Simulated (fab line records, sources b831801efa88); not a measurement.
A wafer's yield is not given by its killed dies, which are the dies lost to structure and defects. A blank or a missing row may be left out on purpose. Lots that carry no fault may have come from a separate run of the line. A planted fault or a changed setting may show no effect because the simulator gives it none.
fab line records ; flow sfq_line
record lots=14; wafers=42; last_day=94
route steps=325 shown M0@41 I0@51 I4@176 JJ@192
lots that met no fault: taken from a fault-free run of the same line
start_h: start of the lot's first displayed wafer, in hours after the record's first day ; wait_h: hours elapsed since this lot's preceding step ; " identical to the entry in the row above ; L1.1+2: a row that stands for several wafers ; - no value, or no start given ; * or withheld: withheld ; < > ~ a bound
route shown NAME@n: names a module that has steps shown in the file, with the first one's number in the route ; usual: mean/standard deviation taken from wafers without a fault ; same: alike in all rows ; chamber/n: place in a boat ; sites: the reading at each site ; _std_site: the standard deviation of these ; _edge_site: inner sites' mean taken away from outer sites' mean ; radius_mm: for every site, how far away it sits from the centre of the wafer ; mask NAME#n: copy n ; behind: tool/chamber where the wafer was last shaped ; hold: why the lot went on hold/how many hours it stayed there/how the hold came to an end ; device: the n, p or np transistor that did not switch ; end of line: tests of these same wafers at the route's end ; step lacking rows: just its recipe ; killed: the dies lost at the first sort to structure and to defects; this is not the yield of the wafer ; map: dies across one wafer; x = killed, . = not, _ = none there
set.NAME: setting as actually run; set.NAME@STEP: the setting as run at that earlier step ; model.NAME: the simulator's own value behind a step, which no gauge read
a sample of lots followed through the steps of the route, with each step as a table and each wafer as a row
services: from which hour (start_h, from the record's first day; less than 0 if before it) a tool's chamber was out of use, for how many hours, and why
## steps
# step SFQ_TRILAYER_M0_STRIP_STRIP_025
# recipe gas=O2; power_w=200; platen_temp_c=40; overash_fraction=0.65; chemistry=O2; pressure_mtorr=50
# usual drypump_motor_current_A=5.6/0.61; oes_product_au=0.996/0.0079
lot.wafer;tool;chamber;start_h;wait_h;drypump_motor_current_A;oes_product_au;rf_hours_counter_h
L263.2;rie_metal-03;0;136.44;0.1;5.9;0.990;175
L263.5;rie_metal-03;1;136.44;0.1;5.7;0.998;-
L263.6;rie_metal-03;0;136.44;0.1;5.9;0.991;-
L264.3;rie_metal-03;0;143.84;0.2;5.9;0.993;-
L264.5;rie_metal-03;1;143.84;0.2;5.7;0.994;-
L264.6;rie_metal-03;0;143.84;0.2;5.9;0.997;-
L267.3;rie_metal-02;1;158.24;0.2;5.3;0.991;-
L267.5;rie_metal-02;0;158.24;0.2;4.6;0.999;-
L267.6;rie_metal-02;1;158.24;0.2;5.3;0.990;-
L268.2;rie_metal-04;1;161.64;0.1;6.6;0.990;152
L268.3;rie_metal-04;0;161.64;0.1;5.6;1.007;-
L268.5;rie_metal-04;1;161.64;0.1;6.6;0.991;-
L269.1;rie_metal-04;1;168.84;0.1;6.6;0.980;153
L269.5;rie_metal-04;1;168.84;0.1;6.6;0.986;-
L269.6;rie_metal-04;0;168.84;0.1;5.6;1.005;-
L276.2;rie_metal-04;1;227.74;0.1;6.6;0.999;164
L276.4;rie_metal-04;1;227.74;0.1;6.6;1.009;-
L276.6;rie_metal-04;0;227.74;0.1;5.6;1.009;-
L277.2;rie_metal-03;1;236.31;0.1;5.7;0.992;31
L277.3;rie_metal-03;0;236.31;0.1;5.9;0.995;-
L277.4;rie_metal-03;1;236.31;0.1;5.7;1.000;-
L279.1;rie_metal-02;0;258.94;0.1;4.6;0.998;94
L279.5;rie_metal-02;1;258.94;0.1;5.2;0.994;-
L279.6;rie_metal-02;0;258.94;0.1;4.6;0.990;-
L280.1;rie_metal-04;0;264.94;0.1;5.6;0.993;36
L280.2;rie_metal-04;1;264.94;0.1;6.6;1.000;172
L280.5;rie_metal-04;1;264.94;0.1;6.6;0.988;-
L281.1;rie_metal-03;0;269.74;0.1;5.9;0.976;1
L281.2;rie_metal-03;1;269.74;0.1;5.8;0.976;39
L281.6;rie_metal-03;1;269.74;0.1;5.7;0.978;-
L283.1;rie_metal-04;0;285.34;0.1;5.6;1.000;39
L283.2;rie_metal-04;1;285.34;0.1;6.6;0.991;175
L283.3;rie_metal-04;0;285.34;0.1;5.6;1.000;-
L284.1;rie_metal-04;0;287.74;0.1;5.6;1.009;40
L284.2;rie_metal-04;1;287.74;0.1;6.6;0.995;176
L284.4;rie_metal-04;0;287.74;0.1;5.6;1.010;-
L285.1;rie_metal-03;0;292.54;0.1;5.9;0.991;5
L285.5;rie_metal-03;1;292.54;0.1;5.7;0.984;-
L285.6;rie_metal-03;0;292.54;0.1;5.9;0.988;-
L286.1;rie_metal-02;0;298.59;0.1;4.7;0.997;102
L286.4;rie_metal-02;1;298.59;0.1;5.2;0.994;-
L286.5;rie_metal-02;0;298.59;0.1;4.6;0.991;-
# step SFQ_TRILAYER_I0_VIA_LITHO_PEB_034
# recipe peb_temp_c=115; peb_time_s=60; resist=KrF
# usual heater_power_total_W=79.15/0.068
lot.wafer;tool;chamber;start_h;wait_h;heater_power_total_W
L263.2;litho_track-01;0;179.14;0.8;79.20
L263.5;litho_track-01;0;179.14;0.8;79.12
L263.6;litho_track-01;0;179.14;0.8;79.05
L264.3;litho_track-02;0;188.77;0.7;79.15
L264.5;litho_track-02;0;188.77;0.7;79.09
L264.6;litho_track-02;0;188.77;0.7;79.17
L267.3;litho_track-02;0;213.32;0.7;79.16
L267.5;litho_track-02;0;213.32;0.7;79.11
L267.6;litho_track-02;0;213.32;0.7;79.12
L268.2;litho_track-02;0;218.09;0.8;79.13
L268.3;litho_track-02;0;218.09;0.8;79.07
L268.5;litho_track-02;0;218.09;0.8;79.00
L269.1;litho_track-04;0;228.42;1.0;78.94
L269.5;litho_track-04;0;228.42;1.0;79.10
L269.6;litho_track-04;0;228.42;1.0;79.20
L276.2;litho_track-02;0;283.64;0.8;87.45
L276.4;litho_track-02;0;283.64;0.8;87.47
L276.6;litho_track-02;0;283.64;0.8;87.54
L277.2;litho_track-02;0;289.64;0.8;87.61
L277.3;litho_track-02;0;289.64;0.8;87.52
L277.4;litho_track-02;0;289.64;0.8;87.40
L279.1;litho_track-01;0;313.92;1.0;79.14
L279.5;litho_track-01;0;313.92;1.0;79.15
L279.6;litho_track-01;0;313.92;1.0;79.15
L280.1;litho_track-04;0;319.92;1.0;79.23
L280.2;litho_track-04;0;319.92;1.0;79.24
L280.5;litho_track-04;0;319.92;1.0;79.24
L281.1;litho_track-01;0;324.72;1.0;79.06
L281.2;litho_track-01;0;324.72;1.0;79.21
L281.6;litho_track-01;0;324.72;1.0;79.08
L283.1;litho_track-01;0;342.72;1.0;79.05
L283.2;litho_track-01;0;342.72;1.0;79.09
L283.3;litho_track-01;0;342.72;1.0;79.18
L284.1;litho_track-04;0;346.32;1.0;79.16
L284.2;litho_track-04;0;346.32;1.0;79.02
L284.4;litho_track-04;0;346.32;1.0;79.19
L285.1;litho_track-01;0;359.10;1.0;79.04
L285.5;litho_track-01;0;359.10;1.0;79.04
L285.6;litho_track-01;0;359.10;1.0;79.17
L286.1;litho_track-04;0;362.70;1.0;79.14
L286.4;litho_track-04;0;362.70;1.0;79.27
L286.5;litho_track-04;0;362.70;1.0;79.19
# step SFQ_TRILAYER_I4_VIA_STRIP_STRIP_107
# recipe gas=O2; power_w=200; platen_temp_c=40; overash_fraction=0.65; chemistry=O2; pressure_mtorr=50
# usual drypump_motor_current_A=5.7/0.64; oes_product_au=0.994/0.0086
lot.wafer;tool;chamber;start_h;wait_h;drypump_motor_current_A;oes_product_au;rf_hours_counter_h
L263.2;rie_metal-03;0;987.73;-;5.9;1.001;112
L263.5;rie_metal-03;1;987.73;-;5.7;1.001;-
L263.6;rie_metal-03;0;987.73;-;5.9;0.996;-
L264.3;rie_metal-02;1;989.13;-;5.3;0.992;-
L264.5;rie_metal-02;0;989.13;-;4.6;1.001;-
L264.6;rie_metal-02;1;989.13;-;5.3;0.999;-
L267.3;rie_metal-01;0;992.73;-;6.6;0.990;-
L267.5;rie_metal-01;1;992.73;-;6.1;0.983;-
L267.6;rie_metal-01;0;992.73;-;6.5;0.986;-
L268.2;rie_metal-03;1;993.73;-;5.7;0.988;151
L268.3;rie_metal-03;0;993.73;-;5.9;1.001;-
L268.5;rie_metal-03;0;993.73;-;5.9;0.994;-
L269.1;rie_metal-02;0;1014.95;-;4.6;0.994;39
L269.5;rie_metal-02;0;1014.95;-;4.7;0.989;-
L269.6;rie_metal-02;1;1014.95;-;5.2;1.003;-
L276.2;rie_metal-01;0;1258.31;-;6.5;0.990;54
L276.4;rie_metal-01;0;1258.31;-;6.5;0.993;-
L276.6;rie_metal-01;0;1258.31;-;6.5;0.990;-
L277.2;rie_metal-02;0;1259.51;-;4.6;0.993;69
L277.3;rie_metal-02;0;1259.51;-;4.6;0.989;-
L277.4;rie_metal-02;1;1259.51;-;5.3;0.988;-
L279.1;rie_metal-01;0;1267.91;-;6.5;0.987;56
L279.5;rie_metal-01;1;1267.91;-;6.2;0.984;-
L279.6;rie_metal-01;0;1267.91;-;6.6;0.982;-
L280.1;rie_metal-01;0;1271.51;-;6.6;0.989;56
L280.2;rie_metal-01;1;1271.51;-;6.2;0.979;63
L280.5;rie_metal-01;0;1271.51;-;6.5;0.981;-
L281.1;rie_metal-02;0;1284.71;-;4.6;0.989;72
L281.2;rie_metal-02;1;1284.71;-;5.2;0.995;51
L281.6;rie_metal-02;0;1284.71;-;4.7;0.997;-
L283.1;rie_metal-02;1;1295.31;-;5.2;0.990;53
L283.2;rie_metal-02;0;1295.31;-;4.7;0.990;74
L283.3;rie_metal-02;0;1295.31;-;4.6;0.995;-
L284.1;rie_metal-03;0;1308.93;-;6.0;1.003;11
L284.2;rie_metal-03;1;1308.93;-;5.8;0.986;40
L284.4;rie_metal-03;1;1308.93;-;5.7;0.996;-
L285.1;rie_metal-03;0;1312.53;-;5.9;1.017;12
L285.5;rie_metal-03;1;1312.53;-;5.7;0.983;-
L285.6;rie_metal-03;0;1312.53;-;5.9;1.010;-
L286.1;rie_metal-01;1;1325.73;-;6.2;0.994;74
L286.4;rie_metal-01;0;1325.73;-;6.5;0.996;-
L286.5;rie_metal-01;0;1325.73;-;6.6;0.992;-
# step SFQ_TRILAYER_JJ_CE_METRO_MEASURE_117
# usual cd_nm=700.1/1.3
lot.wafer;tool;chamber;start_h;wait_h;cd_nm
L263.2;cd_sem-01;-;1137.75;0.2;701.1
L263.5;cd_sem-01;-;1137.75;0.2;701.6
L263.6;cd_sem-01;-;1137.75;0.2;702.5
L264.3;cd_sem-02;-;1140.35;0.4;698.1
L264.5;cd_sem-02;-;1140.35;0.4;697.2
L264.6;cd_sem-02;-;1140.35;0.4;697.6
L267.3;cd_sem-01;-;1145.15;0.4;702.3
L267.5;cd_sem-01;-;1145.15;0.4;701.4
L267.6;cd_sem-01;-;1145.15;0.4;701.3
L268.2;cd_sem-02;-;1147.35;0.2;701.7
L268.3;cd_sem-02;-;1147.35;0.2;702.4
L268.5;cd_sem-02;-;1147.35;0.2;702.1
L269.1;cd_sem-01;-;1160.90;0.0;699.5
L269.5;cd_sem-01;-;1160.90;0.0;698.9
L269.6;cd_sem-01;-;1160.90;0.0;698.4
L276.2;cd_sem-01;-;1262.95;0.2;700.4
L276.4;cd_sem-01;-;1262.95;0.2;699.8
L276.6;cd_sem-01;-;1262.95;0.2;699.9
L277.2;cd_sem-02;-;1265.35;0.2;700.1
L277.3;cd_sem-02;-;1265.35;0.2;700.0
L277.4;cd_sem-02;-;1265.35;0.2;700.4
L279.1;cd_sem-02;-;1272.35;0.0;700.8
L279.5;cd_sem-02;-;1272.35;0.0;699.8
L279.6;cd_sem-02;-;1272.35;0.0;700.9
L280.1;cd_sem-01;-;1275.95;0.0;699.5
L280.2;cd_sem-01;-;1275.95;0.0;699.8
L280.5;cd_sem-01;-;1275.95;0.0;699.0
L281.1;cd_sem-02;-;1289.15;0.0;698.6
L281.2;cd_sem-02;-;1289.15;0.0;697.5
L281.6;cd_sem-02;-;1289.15;0.0;699.4
L283.1;cd_sem-02;-;1299.75;0.0;700.3
L283.2;cd_sem-02;-;1299.75;0.0;699.3
L283.3;cd_sem-02;-;1299.75;0.0;700.0
L284.1;cd_sem-01;-;1313.37;0.0;699.4
L284.2;cd_sem-01;-;1313.37;0.0;699.7
L284.4;cd_sem-01;-;1313.37;0.0;699.2
L285.1;cd_sem-02;-;1317.99;0.0;698.9
L285.5;cd_sem-02;-;1317.99;0.0;699.1
L285.6;cd_sem-02;-;1317.99;0.0;699.3
L286.1;cd_sem-01;-;1331.02;0.0;700.6
L286.4;cd_sem-01;-;1331.02;0.0;700.0
L286.5;cd_sem-01;-;1331.02;0.0;699.9
## services
tool;chamber;start_h;hours;kind
cd_sem-02;-;113.80;2.6;pm
rie_metal-02;1;114.82;10.3;repair
cd_sem-01;-;127.70;1.3;pm
cd_sem-01;-;141.02;0.4;pm
cd_sem-02;-;188.48;1.7;pm
cd_sem-01;-;197.57;1.3;pm
cd_sem-02;-;247.33;1.1;pm
rie_metal-03;0;265.87;2.5;repair
cd_sem-01;-;290.67;1.2;pm
rie_metal-02;1;386.16;1.8;repair
rie_metal-03;-;507.09;1.4;pm
rie_metal-03;-;561.09;14.6;pm
rie_metal-02;0;732.77;3.9;repair
rie_metal-03;-;787.32;2.5;repair
rie_metal-02;-;826.05;9.1;repair
rie_metal-02;-;925.10;0.3;repair
rie_metal-02;-;959.84;2.8;pm
rie_metal-03;0;1034.49;25.3;repair
rie_metal-02;-;1093.56;1.4;pm
rie_metal-03;-;1142.00;2.8;pm
rie_metal-02;0;1151.12;2.0;repair
rie_metal-03;0;1177.24;4.1;repair
rie_metal-02;0;1273.88;2.0;repair
rie_metal-03;1;1288.87;18.3;repair
## key
first_sign step=SFQ_TRILAYER_I0_VIA_LITHO_PEB_034; reading=heater_power_total_W; direction=up; sigmas=99+; usual=79.15; struck=87.50
effect none on later readings
met_at SFQ_TRILAYER_I0_VIA_LITHO_PEB_034
struck_lots L276,L277
not_acting_at SFQ_TRILAYER_M0_STRIP_STRIP_025,SFQ_TRILAYER_I4_VIA_STRIP_STRIP_107,SFQ_TRILAYER_JJ_CE_METRO_MEASURE_117
onset_between 218.09 283.64
fault kind=process_parameter_drift; tool=litho_track-02; chamber=-; onset_h=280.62; steps=SFQ_TRILAYER_I0_VIA_LITHO_PEB_034; channel=peb_time_s; offset=*; shape=step; end_h=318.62; acts_in=*; stated=*
